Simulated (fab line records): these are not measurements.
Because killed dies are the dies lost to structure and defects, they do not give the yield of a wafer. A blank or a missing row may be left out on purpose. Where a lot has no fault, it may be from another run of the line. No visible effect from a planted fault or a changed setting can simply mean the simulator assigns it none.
Problem report, 8D (eight disciplines) form, completed by code    flow gf180mcu    the parts of the form that need people (team, actions taken, sign-off) are left out

## 1. WHAT IS WRONG
Mean of oesProductAu at GF_HV_LDD_STRIP_22: 0.906 a.u. over 3 wafers from 1 lot, against 0.716 a.u. (standard deviation 0.0046) on wafers with no fault. That is +41 standard deviations from the usual mean.
The step: strips in O2/N2.
Seen first at day 13 00:11 on plasmaAsher-01, wafer L729.1. The record holds 39 wafers of 13 lots with a number at this step. The rule behind "out" and "out of limits": a value lying over 4 standard deviations away from the usual mean. All remaining wafers that have a number are taken as sound.

## 2. WHAT IT IS AND WHAT IT IS NOT
question                     is                      is not
which readings at this step  oesProductAu            drypumpMotorCurrentA, heaterPowerW, n2FlowSccm, o2FlowSccm, platenTempC
which lots                   L729                    L722, L724, L726, L727, L737, L739, L740, L741, L742, L743, L744, L745
which wafers of those lots   all that have a number  -
read on which tools          plasmaAsher-01          plasmaAsher-02, plasmaAsher-03
when                         from day 13 00:11       up to then (12 sound wafers); but 24 sound wafers of L737, L739, L740, L741, L742, L743, L744, L745 came after

## 3. WHAT RULES OUT EACH SUSPECT
Counting: a tool at a process step up to the reading stays a suspect if it ran every lot that is out and no sound lot after the first of them.
- plasmaAsher-01 at GF_HV_LDD_STRIP_22 (strips in O2/N2): ruled out as a lasting fault. Sound lots L739, L745 ran on it after its first lot that is out, L729 (day 13 00:11).
Left after counting: nothing in the record.

## 4. THE CAUSE (what the simulator had put in)
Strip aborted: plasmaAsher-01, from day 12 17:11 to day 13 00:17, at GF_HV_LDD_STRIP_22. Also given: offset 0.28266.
Counting ruled it out, wrongly.

## 5. THE EFFECT CHAIN, in route order
Each row: a reading where the mean over the struck wafers with a number is more than 3 standard deviations away from the usual. Only readings whose record carries a usual standard deviation are examined. hours: median over the lots of the time between each lot's start at the first step of this table that gives one and its start at this step. sigmas: the change, counted in usual standard deviations.
hours  step                reading       usual       on struck wafers  change  sigmas
0      GF_HV_LDD_STRIP_22  oesProductAu  0.716 a.u.  0.906             +0.190  +41
Process steps it contains:
- GF_HV_LDD_STRIP_22: strips in O2/N2.
Readings that are blank on the struck wafers while sound wafers have them: stripTimeToEndpointS at GF_HV_LDD_STRIP_22.

## 6. HOW IT WOULD HAVE BEEN CAUGHT EARLIER
The fault began at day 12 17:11; the first out-of-limits reading in this record came at day 13 00:11, 7 hours later.
